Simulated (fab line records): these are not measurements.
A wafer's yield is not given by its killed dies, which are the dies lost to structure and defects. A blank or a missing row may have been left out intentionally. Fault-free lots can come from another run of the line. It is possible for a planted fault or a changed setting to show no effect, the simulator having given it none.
Code-filled problem report in 8D (eight disciplines) form + flow sfq_line + the parts of the form that need people (team, actions taken, sign-off) are left out

1. WHAT WENT WRONG
At SFQ_TRILAYER_L0_CAP_PECVD_011, rf_fwd_power_W averages 253.9 W over 6 wafers from 2 lots, while fault-free wafers read 180.7 W, standard deviation 0.79. That puts it +93 standard deviations away from the usual mean.
The step: deposits SiO2 from SiH4/N2O, time 13.333 s, target thk 60 nm.
First observed at day 5 15:47: wafer L390.2, on pecvd-01. The record has a number at this step for 42 wafers belonging to 14 lots. The rule behind "out" and "out of limits": a value lying over 4 standard deviations away from the usual mean. Any other wafer with a number is counted as sound.

2. WHAT IT IS, WHAT IT ISN'T
| question                    | is                     | is not                                                                                       |
|-----------------------------|------------------------|----------------------------------------------------------------------------------------------|
| which readings at this step | rf_fwd_power_W         | throttle_valve_pct                                                                           |
| which lots                  | L390, L392             | L380, L381, L383, L384, L385, L387, L388, L391, L400, L401, L402, L403                       |
| which wafers of those lots  | all that have a number | -                                                                                            |
| read on which tools         | pecvd-01               | pecvd-03, pecvd-04                                                                           |
| when                        | from day 5 15:47       | up to then (21 sound wafers); but 15 sound wafers of L391, L400, L401, L402, L403 came after |

3. SUSPECTS, AND WHAT RULES EACH OUT
Counting: a tool at any process step up to the reading remains a suspect when it ran all the lots that are out and ran no sound lot after the first of those.
- pecvd-01 at SFQ_TRILAYER_L0_CAP_PECVD_011 (deposits SiO2 from SiH4/N2O, time 13.333 s, target thk 60 nm): ruled out as a lasting fault. Following L390 (day 5 15:47), the first lot on it that is out, the sound lots L403 were run on it.
Left after counting: nothing in the record.

4. THE CAUSE (what the simulator had put in)
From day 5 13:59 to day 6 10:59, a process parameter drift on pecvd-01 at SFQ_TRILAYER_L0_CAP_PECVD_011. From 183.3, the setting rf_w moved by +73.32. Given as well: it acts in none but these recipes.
Counting ruled it out, wrongly.

5. THE EFFECT CHAIN, in route order
Rows list readings where the struck wafers' mean (over those with a number) sits beyond 3 standard deviations from the usual. Scope: only readings with a usual standard deviation given in the record; hours: median across lots of the time from each lot's start at the first step in this table that gives one to its start at this step; sigmas: change in usual standard deviations.
| hours | step                                  | reading          | usual      | on struck wafers | change | sigmas |
|-------|---------------------------------------|------------------|------------|------------------|--------|--------|
| 0     | SFQ_TRILAYER_L0_CAP_PECVD_011         | rf_fwd_power_W   | 180.7 W    | 253.9            | +73.2  | +93    |
| 0     | SFQ_TRILAYER_L0_CAP_PECVD_011         | showerhead_vpp_V | 824 V      | 948              | +124   | +3.8   |
| 47    | SFQ_TRILAYER_L0_VIA_ETCH_VIA_ETCH_016 | oes_product_au   | 0.843 a.u. | 0.895            | +0.052 | +6.8   |
The process steps in it:
- SFQ_TRILAYER_L0_CAP_PECVD_011: deposits SiO2 from SiH4/N2O, time 13.333 s, target thk 60 nm.
- SFQ_TRILAYER_L0_VIA_ETCH_VIA_ETCH_016: etches SiO2 in CHF3, stops on MoNx KI, target depth 80 nm.

6. HOW IT WOULD HAVE BEEN CAUGHT EARLIER
First out-of-limits reading in this record: day 5 15:47, which is 2 hours after fault onset at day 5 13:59.
